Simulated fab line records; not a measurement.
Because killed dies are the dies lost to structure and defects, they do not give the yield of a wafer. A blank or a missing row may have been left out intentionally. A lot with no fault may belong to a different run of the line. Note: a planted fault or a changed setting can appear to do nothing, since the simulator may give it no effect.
Problem report, 8D (eight disciplines) form, completed by code -- flow gf180mcu -- the parts of the form that need people (team, actions taken, sign-off) are left out

== 1. WHAT IS WRONG ==
Wafers free of any fault read 2427 (standard deviation 18) for HV_LDD_TW at GF_HV_LDD_TW_MEAS_11, against a mean of 2211 on 6 wafers of 2 lots. Relative to the usual mean, that is a shift of -12 standard deviations.
First observed at day 12 20:55: wafer L909.2, on film metro-04. Wafers with a number at this step in the record: 33, from 11 lots. Rule for "out" (also "out of limits"): further than 4 standard deviations from the usual mean. The rest of the wafers with a number are treated as sound.

== 2. WHAT IT IS, WHAT IT ISN'T ==
question,is,is not
which readings at this step,HV_LDD_TW,-
which lots,"L909, L911","L902, L903, L904, L907, L916, L920, L921, L922, L923"
which wafers of those lots,all that have a number,-
read on which gauges,"film metro-03, film metro-04",film metro-01
when,from day 12 20:55,"up to then (12 sound wafers); but 15 sound wafers of L916, L920, L921, L922, L923 came after"

== 3. WHAT RULES OUT EACH SUSPECT ==
Counting: a tool stays on the suspect list if, at a process step up to the reading, it processed all lots that are out and no sound lot following the first of them.
- ruled out: the gauge at GF_HV_LDD_TW_MEAS_11. 2 gauges (film metro-03, film metro-04) read the wafers that are out.
- plasma asher-02 at GF_DUAL_GATE_STRIP_13 (strips in O2/N2): ruled out as a lasting fault. Following L909 (day 10 22:47), the first lot on it that is out, the sound lots L922 were run on it.
- implanter-04 at GF_HV_LDD_IMPLANT_09: ruled out as a lasting fault. Following L909 (day 12 20:41), the first lot on it that is out, the sound lots L921, L923 were run on it.
- plasma asher-01 at GF_HV_LDD_STRIP_10 (strips in O2/N2): ruled out as a lasting fault. Following L909 (day 12 20:49), the first lot on it that is out, the sound lots L920, L921, L923 were run on it.
Left after counting: nothing in the record.

== 4. THE CAUSE (what the simulator had put in) ==
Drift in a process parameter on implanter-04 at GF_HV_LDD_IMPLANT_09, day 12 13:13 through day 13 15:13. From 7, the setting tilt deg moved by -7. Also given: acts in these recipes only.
Counting ruled it out, wrongly: the rule takes a fault to strike every lot that its tool runs from its start on, and this one did not.

== 5. THE EFFECT CHAIN, in route order ==
One row per reading whose mean, taken over the struck wafers that have a number, lies over 3 standard deviations from the usual. Only readings whose record carries a usual standard deviation are examined. hours: median over the lots of the time between each lot's start at the first step of this table that gives one and its start at this step. sigmas: the change, counted in usual standard deviations.
hours,step,reading,usual,on struck wafers,change,sigmas
0,GF_HV_LDD_IMPLANT_09,tilt deg,7.002 degrees,-0.006,-7.008,-99 or more
0,GF_HV_LDD_TW_MEAS_11,HV_LDD_TW,2427,2211,-216,-12
66,GF_HV_LDD_RS_MEAS_53,HV_LDD_RS,419.0 ohm/sq,395.7,-23.3,-28
The process steps in it:
- GF_HV_LDD_IMPLANT_09

== 6. WHAT WOULD HAVE CAUGHT IT SOONER ==
8 hours passed between the start of the fault at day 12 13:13 and the first reading out of limits at a measuring or inspecting step in this record, taken at day 12 20:55.
At GF_HV_LDD_IMPLANT_09, the tool's own readings (tilt deg) were out on each struck wafer the step has a row for, so an alarm limit on them would have fired on the first such wafer.
